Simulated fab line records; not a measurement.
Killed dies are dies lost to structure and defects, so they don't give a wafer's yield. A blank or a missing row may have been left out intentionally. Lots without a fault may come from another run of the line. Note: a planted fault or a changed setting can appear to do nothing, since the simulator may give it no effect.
Which of the tools did it? | flow gf180mcu | 12 lots with 36 wafers sampled at 6 steps, on a route of 602 steps

## WHAT THE GAUGES READ, wafer by wafer
GF_VT_IMPLANT_RS_MEAS_47: the measuring method here is four-point-probe.
lot  | measured     | on            | NWELL_RS (ohm/sq)
L298 | day 7 13:37  | film metro-02 | 486.8 487.6 487.0
L299 | day 7 21:25  | film metro-03 | 488.2 488.2 486.6
L300 | day 8 01:55  | film metro-03 | 485.7 486.7 487.8
L301 | day 8 13:02  | film metro-03 | 486.8 487.0 486.6
L302 | day 8 19:16  | film metro-03 | 487.6 488.0 489.0
L303 | day 8 22:46  | film metro-02 | 488.3 487.2 488.1
L310 | day 11 13:22 | film metro-01 | 493.9 495.4 494.8 494.2 496.5 494.2
L312 | day 11 21:26 | film metro-03 | 493.1 494.9 496.3 494.0 495.5 495.1
L311 | day 11 21:58 | film metro-02 | 490.7 488.4 490.5
L313 | day 12 04:14 | film metro-02 | 489.5 487.9 488.6
L315 | day 12 20:44 | film metro-02 | 486.7 488.7 486.4
L319 | day 13 10:23 | film metro-02 | 490.8 489.8 489.5

GF_VT_IMPLANT_RS_MEAS_48: the measuring method here is four-point-probe.
lot  | measured     | on            | LVPWELL_RS (ohm/sq)
L298 | day 7 13:44  | film metro-02 | 1196 1194 1199
L299 | day 7 21:32  | film metro-03 | 1192 1193 1192
L300 | day 8 02:02  | film metro-03 | 1192 1189 1194
L301 | day 8 13:09  | film metro-03 | 1198 1197 1197
L302 | day 8 19:23  | film metro-03 | 1190 1191 1195
L303 | day 8 22:53  | film metro-02 | 1197 1196 1190
L310 | day 11 16:20 | film metro-01 | 1200 1200 1200
L312 | day 12 06:30 | film metro-03 | 1200 1201 1198
L311 | day 11 22:05 | film metro-02 | 1196 1203 1198
L313 | day 12 04:21 | film metro-02 | 1204 1203 1201
L315 | day 12 20:52 | film metro-02 | 1199 1203 1206
L319 | day 13 10:30 | film metro-02 | 1198 1197 1194

GF_V4_THK_MEAS_03.
lot  | measured     | on            | V4_CVD_02_THK (nm)
L298 | day 23 10:26 | film metro-02 | 856 872 876
L299 | day 23 19:30 | film metro-01 | 836 840 844
L300 | day 24 02:35 | film metro-03 | 835 848 839
L301 | day 24 17:14 | film metro-01 | 834 845 851
L302 | day 25 00:51 | film metro-01 | 819 829 843
L303 | day 25 08:08 | film metro-01 | 841 839 856
L310 | day 28 09:43 | film metro-01 | 846 862 852
L312 | day 28 15:34 | film metro-01 | 822 847 843
L311 | day 28 16:38 | film metro-02 | 839 852 839
L313 | day 28 21:43 | film metro-03 | 851 842 868
L315 | day 29 17:35 | film metro-03 | 853 873 868
L319 | day 30 04:05 | film metro-02 | 840 853 867

## WHICH TOOL RAN EACH LOT (tool, then ch and the chambers of the sampled wafers, then the start)
lot  | GF_NWELL_IMPLANT_08            | GF_M3_SPUTTER_01             | GF_V3_SPUTTER_22
L298 | implanter-02 ch 0, day 3 09:08 | pvd sputter-03, day 20 07:33 | pvd sputter-02, day 22 09:07
L299 | implanter-01 ch 0, day 3 15:08 | pvd sputter-01, day 20 16:22 | pvd sputter-01, day 22 18:32
L300 | implanter-01 ch 0, day 3 19:05 | pvd sputter-01, day 21 01:10 | pvd sputter-02, day 23 01:41
L301 | implanter-02 ch 0, day 4 03:40 | pvd sputter-04, day 21 15:37 | pvd sputter-02, day 23 16:42
L302 | implanter-02 ch 0, day 4 08:50 | pvd sputter-03, day 22 01:19 | pvd sputter-01, day 24 00:59
L303 | implanter-01 ch 0, day 4 11:47 | pvd sputter-03, day 22 07:55 | pvd sputter-01, day 24 08:33
L310 | implanter-02 ch 0, day 6 10:59 | pvd sputter-01, day 25 15:30 | pvd sputter-04, day 27 11:54
L312 | implanter-02 ch 0, day 6 18:22 | pvd sputter-03, day 25 22:29 | pvd sputter-04, day 27 18:07
L311 | implanter-04 ch 0, day 6 18:32 | pvd sputter-01, day 25 23:33 | pvd sputter-02, day 27 18:28
L313 | implanter-04 ch 0, day 7 01:25 | pvd sputter-03, day 26 06:02 | pvd sputter-01, day 28 00:31
L315 | implanter-01 ch 0, day 7 12:25 | pvd sputter-01, day 27 02:32 | pvd sputter-04, day 28 20:59
L319 | implanter-04 ch 0, day 8 01:25 | pvd sputter-01, day 27 13:46 | pvd sputter-04, day 29 07:41
- GF_NWELL_IMPLANT_08
- GF_M3_SPUTTER_01: material TiN, target thk 30 nm, time 25 s.
- GF_V3_SPUTTER_22: material TiN, target thk 10 nm, time 40 s.

## WHAT THE TOOLS THEMSELVES READ (means of the sampled wafers that have a number; where no wafer has one, the mark that the record gives instead)
GF_NWELL_IMPLANT_08.
lot  | tool         | beam energy keV | beam on s (s) | dose ions cm2 | faraday current uA
L298 | implanter-02 | 450.16          | 9.94          | 1.4999e+13    | 85.0
L299 | implanter-01 | 450.11          | 9.97          | 1.4995e+13    | 84.8
L300 | implanter-01 | 449.95          | 9.96          | 1.4998e+13    | 84.7
L301 | implanter-02 | 449.98          | 10.17         | 1.4997e+13    | 83.1
L302 | implanter-02 | 449.89          | 9.90          | 1.5013e+13    | 85.6
L303 | implanter-01 | 450.11          | 9.79          | 1.4987e+13    | 86.5
L310 | implanter-02 | 413.33          | 9.86          | 1.5010e+13    | 85.5
L312 | implanter-02 | 413.54          | 10.16         | 1.4981e+13    | 83.5
L311 | implanter-04 | 450.02          | 9.78          | 1.4992e+13    | 86.2
L313 | implanter-04 | 449.90          | 10.02         | 1.5016e+13    | 84.4
L315 | implanter-01 | 450.10          | 9.92          | 1.4985e+13    | 85.5
L319 | implanter-04 | 449.93          | 10.17         | 1.4994e+13    | 83.0

GF_M3_SPUTTER_01.
lot  | tool           | throttle valve pct (%)
L298 | pvd sputter-03 | 30.9
L299 | pvd sputter-01 | 29.5
L300 | pvd sputter-01 | 29.5
L301 | pvd sputter-04 | 29.8
L302 | pvd sputter-03 | 31.0
L303 | pvd sputter-03 | 31.4
L310 | pvd sputter-01 | 30.6
L312 | pvd sputter-03 | 31.2
L311 | pvd sputter-01 | 29.6
L313 | pvd sputter-03 | 31.0
L315 | pvd sputter-01 | 30.3
L319 | pvd sputter-01 | 30.2

GF_V3_SPUTTER_22.
lot  | tool           | throttle valve pct (%)
L298 | pvd sputter-02 | 30.5
L299 | pvd sputter-01 | 29.4
L300 | pvd sputter-02 | 30.6
L301 | pvd sputter-02 | 31.0
L302 | pvd sputter-01 | 30.0
L303 | pvd sputter-01 | 30.4
L310 | pvd sputter-04 | 31.0
L312 | pvd sputter-04 | 29.6
L311 | pvd sputter-02 | 30.7
L313 | pvd sputter-01 | 29.7
L315 | pvd sputter-04 | 30.2
L319 | pvd sputter-04 | 30.0

## THE ANSWER, worked out from the rows above alone
Rule: what is usual is taken from the lots themselves. Put in order of their means at a reading, lots are off if they are a third of the lots or fewer, leave a main group of 4 or more, and stand apart from it by a gap of 3 or more times the standard deviation of the main group's means; of several such gaps the widest counts. Not used: any main group whose means are identical at the precision the tables above print for the reading. Also off: a lot with no number at a reading for which 4 or more lots have one. All remaining lots with rows at the step are treated as sound. First the gauges in route order, then the tools' own readings, where a lot's mean is used as printed above. The first step at which some lot is off is used, and at that step the reading that is off furthest; a lot without a number counts as furthest.
Off: L310, L312, at GF_VT_IMPLANT_RS_MEAS_47 (NWELL_RS). The main group: mean 488.0 ohm/sq, standard deviation 1.1.
If a tool, at a process step before that reading, ran all the lots that are off and no sound lot after the first of them, it fits. Not tried: the gauges at GF_VT_IMPLANT_RS_MEAS_47; whatever is off there is also off at GF_NWELL_IMPLANT_08, on other tools, and gauge error can't account for it. One fits: GF_NWELL_IMPLANT_08 on implanter-02. Its last sound lot is L302 (day 4 08:50), its first lot that is off L310 (day 6 10:59): a fault that began between those two fits.
The tool's own readings at GF_NWELL_IMPLANT_08 bear it out: on the lots that are off they differ by more than 5 times the standard deviation of the sound lots' means. beam energy keV reads 413.44 there against 450.01 on the sound lots.

## WHAT THE SIMULATOR HAD INSERTED
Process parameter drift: implanter-02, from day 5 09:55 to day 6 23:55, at GF_NWELL_IMPLANT_08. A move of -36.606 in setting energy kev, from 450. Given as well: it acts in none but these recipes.
Struck lots among those shown: L310, L312. This agrees with what the rule above found.
